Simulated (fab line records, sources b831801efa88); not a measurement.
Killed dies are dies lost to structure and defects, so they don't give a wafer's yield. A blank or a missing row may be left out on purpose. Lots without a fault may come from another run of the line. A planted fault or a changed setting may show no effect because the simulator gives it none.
Chamber matching | flow sky130 | SKY_CONTACT_CMP_27 on cmp-02: 4 sister chambers
The step polishes, stops on SiO2, t overpolish 15 s, target thk 0 nm. 8 wafers are shown with their chamber, then 8 later ones without.

WAFERS WITH THEIR CHAMBER
wafer  | chamber | motor_current_A (A) | time_to_endpoint_s (s)
L504.1 | 2       | 12.6                | 81
L504.2 | 0       | 8.9                 | 82
L506.1 | 0       | 9.5                 | 86
L506.5 | 3       | 10.5                | 85
L510.4 | 3       | 11.0                | 81
L510.5 | 2       | 12.5                | 77
L510.6 | 1       | 13.4                | 81
L512.1 | 1       | 13.2                | 82

WAFERS WITHOUT THEIR CHAMBER
wafer  | motor_current_A (A) | time_to_endpoint_s (s)
L512.4 | 11.3                | 86
L512.5 | 13.0                | 84
L514.1 | 9.2                 | 80
L514.4 | 11.8                | 78
L514.6 | 11.3                | 77
L517.1 | 11.2                | 79
L517.2 | 13.0                | 78
L517.3 | 12.4                | 75

WHICH CHAMBER EACH WENT THROUGH
wafer  | from the rows above     | in truth
L512.4 | 3                       | 3
L512.5 | can't be placed: 1 or 2 | 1
L514.1 | 0                       | 0
L514.4 | can't be placed: 2 or 3 | 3
L514.6 | can't be placed: 3 or 2 | 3
L517.1 | 3                       | 3
L517.2 | can't be placed: 2 or 1 | 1
L517.3 | 2                       | 2
Placed correctly: 4 of 8. Can't be placed from these rows: 4 (the true chamber is among the candidates in 4). Placed wrongly: 0.
How it was worked out, from the rows above alone: a wafer's distance from a chamber is the root of the sum, over the readings, of the square of ((its reading less the chamber's mean) divided by the reading's scatter). The wafer belongs to the nearest chamber; if the next one is less than 2 further off, it can't be placed. A chamber's mean is the mean of its shown wafers. The scatter: the root of (the sum of the squares of (reading less its chamber's mean) over the shown wafers, divided by (wafers less chambers)).
